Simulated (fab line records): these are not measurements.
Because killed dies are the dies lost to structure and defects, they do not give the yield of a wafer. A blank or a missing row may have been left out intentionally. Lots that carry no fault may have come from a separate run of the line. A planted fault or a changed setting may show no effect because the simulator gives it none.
Problem report in the 8D (eight disciplines) form, filled by code / flow gf180mcu / the parts of the form that need people (team, actions taken, sign-off) are left out

1. WHAT WENT WRONG
Across 6 wafers from 2 lots, V1_W_RS at GF_V1_RS_MEAS_24 averages 0.362 ohm/sq, while fault-free wafers read 0.329 ohm/sq with a standard deviation of 0.0042. That puts it +7.9 standard deviations away from the usual mean.
The step: measures by four-point-probe.
Seen first at day 23 05:59 on film_metro-03, wafer L726.2. The record holds 33 wafers of 11 lots with a number at this step. Rule for "out", or "out of limits": more than 4 standard deviations from the usual mean. The rest of the wafers with a number are treated as sound.

2. WHAT IT IS; WHAT IT IS NOT
question=which readings at this step | is=V1_W_RS | is not=-
question=which lots | is=L726, L727 | is not=L713, L716, L717, L722, L724, L731, L733, L735, L736
question=which wafers of those lots | is=all that have a number | is not=-
question=read on which gauges | is=film_metro-03 | is not=film_metro-01, film_metro-02
question=when | is=from day 23 05:59 | is not=up to then (15 sound wafers); but 12 sound wafers of L731, L733, L735, L736 came after

3. THE SUSPECTS, EACH WITH WHAT RULES IT OUT
Counting: a tool stays on the suspect list if, at a process step up to the reading, it processed all lots that are out and no sound lot following the first of them.
- the gauge at GF_V1_RS_MEAS_24: kept. All the wafers that are out were read on film_metro-03, and no step on other tools shows them out.
- plasma_asher-03 at GF_M1_STRIP_17 (strips in O2/N2): ruled out as a lasting fault. The sound lots L735 went through it after L726, its earliest lot that is out (day 22 04:20).
- cvd_w-01 at GF_V1_CVD_23 (deposits W, target thk 350 nm, time 105.05 s): ruled out as a lasting fault. The sound lots L736 went through it after L726, its earliest lot that is out (day 23 05:52).
Remaining after the count: film_metro-03 at GF_V1_RS_MEAS_24.

4. THE CAUSE (what the simulator had put in)
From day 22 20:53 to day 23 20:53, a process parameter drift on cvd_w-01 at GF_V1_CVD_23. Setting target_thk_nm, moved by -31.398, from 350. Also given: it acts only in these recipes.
The count ruled it out by mistake, since the rule takes a fault to strike every lot its tool runs from the start of the fault on, and this one did not do so.

5. THE CHAIN OF EFFECTS, in route order
Each row: a reading where the mean over the struck wafers with a number is more than 3 standard deviations away from the usual. Only readings whose record carries a usual standard deviation are examined. hours: median over the lots of the time between each lot's start at the first step of this table that gives one and its start at this step. sigmas: the change, counted in usual standard deviations.
hours=0; step=GF_V1_RS_MEAS_24; reading=V1_W_RS; usual=0.329 ohm/sq; on struck wafers=0.362; change=+0.033; sigmas=+7.9
hours=0; step=GF_V1_THK_MEAS_25; reading=V1_W_THK; usual=345 nm; on struck wafers=312; change=-33; sigmas=-6.4

6. WHAT WOULD HAVE CAUGHT IT SOONER
Counted from the fault's start at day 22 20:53, it took 9 hours until the first out-of-limits reading at a measuring or inspecting step in this record, taken at day 23 05:59.
No tool reading at GF_V1_CVD_23 that has a usual standard deviation in the record was out on any struck wafer, so an alarm limit of 4 standard deviations on those readings would not have fired.
